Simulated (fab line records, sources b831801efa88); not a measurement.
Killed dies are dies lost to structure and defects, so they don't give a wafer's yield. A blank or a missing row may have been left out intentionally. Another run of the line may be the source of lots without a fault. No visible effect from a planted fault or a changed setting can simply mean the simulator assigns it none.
A lot that was struck, set against a sound lot :: flow sky130 :: 16 out of 708 route steps
Sound: the wafers L571.4, L571.5, L571.6. The struck wafers were L574.1, L574.2, L574.3. The cause comes at the end.
At each step with rows: each side's tool, then ch and its chambers, then its first start. Under that, the readings that differ: sound wafers :: struck wafers :: difference of the means :: sigmas: that difference in standard deviations of wafers without a fault.
alike: words and numbers the same on both sides, and readings whose means are apart by under 2 such deviations; not compared: readings that were withheld, readings missing a value for some wafer, numbers with overlapping values and no deviation given by the record, and bounds like >300 which may hide the same value.
The two part at a step that has a row with sigmas, a row that says differs or no value, or rows on one side only. Numbers that don't overlap but have no deviation are shown without sigmas and don't part them. A reading that every wafer of one side lacks parts them only if that side has two wafers or more.

first, 4 steps without rows for these wafers: SKY_LDD_LDN_SOFTBAKE_03 (time 60 s); SKY_LDD_LDN_EXPOSE_04 (exposes mask LDNTM, target cd 700 nm); SKY_LDD_LDN_PEB_05; SKY_LDD_LDN_DEVELOP_06 (develop time 60 s).
SKY_LDD_LDN_OVL_MEAS_07:
  sound on overlay-01, day 24 08:11; struck on overlay-02, day 25 09:49
  alike: LDD_LDN_OVL
then, 4 steps without rows for these wafers: SKY_LDD_LDN_IMPLANT_08; SKY_LDD_LDN_IMPLANT_09; SKY_LDD_LDN_IMPLANT_10; SKY_LDD_LDN_IMPLANT_11.
SKY_LDD_LDN_STRIP_12: strips in O2/N2.
  sound on plasma_asher-04 ch 0,1, day 24 08:50; struck on plasma_asher-03 ch 0,1, day 25 10:28
  alike: drypump_motor_current_A, oes_product_au, strip_time_to_endpoint_s
  not compared: rf_hours_counter_h
SKY_LDD_LDN_TW_MEAS_13:
  sound on film_metro-04, day 24 08:56; struck on film_metro-04, day 25 10:34
  alike: LDD_LDN_TW
then, 1 step without rows for these wafers: SKY_LDD_LDN_CLEAN_14 (cleans in SC1/SC2, time 150 s).
SKY_SPACER_CVD_00: deposits Si3N4 from DCS/NH3, target thk 43.1 nm, time 740 s.
  sound on lpcvd-02 ch 1, day 24 09:01; struck on lpcvd-02 ch 0, day 25 18:33
reading: model.Si3N4_of_SPACER_CVD_00.thk_nm (nm)
sound: 43.74 43.68 44.16
struck: 82.49 82.22 82.34
difference: +38.49
sigmas: 
SKY_SPACER_THK_MEAS_01:
  sound on film_metro-04, day 24 10:16; struck on film_metro-02, day 25 19:45
reading: SPACER_CVD_00_THK (nm)
sound: 43.7 43.7 44.2
struck: 82.5 82.2 82.4
difference: +38.5
sigmas: +99 or more
SKY_SPACER_ETCHBACK_02: etches Si3N4 in CH3F/O2, stops on SiO2, time 46.7 s, target depth 45 nm.
  sound on rie_diel-03 ch 0,1, day 24 10:17; struck on rie_diel-04 ch 0,1,3, day 25 19:49
reading: oes_product_au (a.u.)
sound: 0.865 0.859 0.867
struck: 0.990 0.988 1.000
difference: +0.129
sigmas: +20

reading: model.etch.depth_nm (nm)
sound: 43.74 43.68 44.16
struck: 55.25 54.9 55.9
difference: +11.49
sigmas: 
  alike: drypump_motor_current_A, rf_fwd_power_W, throttle_valve_pct
  not compared: rf_hours_counter_h
-- the record jumps here: 22 days lie between the struck wafers' starts before and after (it left off in module SPACER and takes up again in module PAD_OPEN, whose first step shown is number 708 of the route) --
SKY_PAD_OPEN_PROBE_99:
  sound on prober-01, day 46 16:26; struck on prober-02, day 47 15:27
reading: killed_at_front_end
sound: 15 10 13
struck: 420 404 432
difference: +406
sigmas: +94

reading: killed_dies
sound: 86 75 80
struck: 492 492 492
difference: +412
sigmas: +43

reading: killed_on_rim
sound: 20 13 14
struck: 96 96 96
difference: +80
sigmas: +19
  alike: killed_at_M0_to_M3, killed_at_M4_up, killed_at_contacts, killed_at_other, killed_open, killed_short

WHERE THEY PART
Last at SKY_PAD_OPEN_PROBE_99 as far as this record goes, first at SKY_SPACER_THK_MEAS_01.

WHY: the cause the simulator had injected
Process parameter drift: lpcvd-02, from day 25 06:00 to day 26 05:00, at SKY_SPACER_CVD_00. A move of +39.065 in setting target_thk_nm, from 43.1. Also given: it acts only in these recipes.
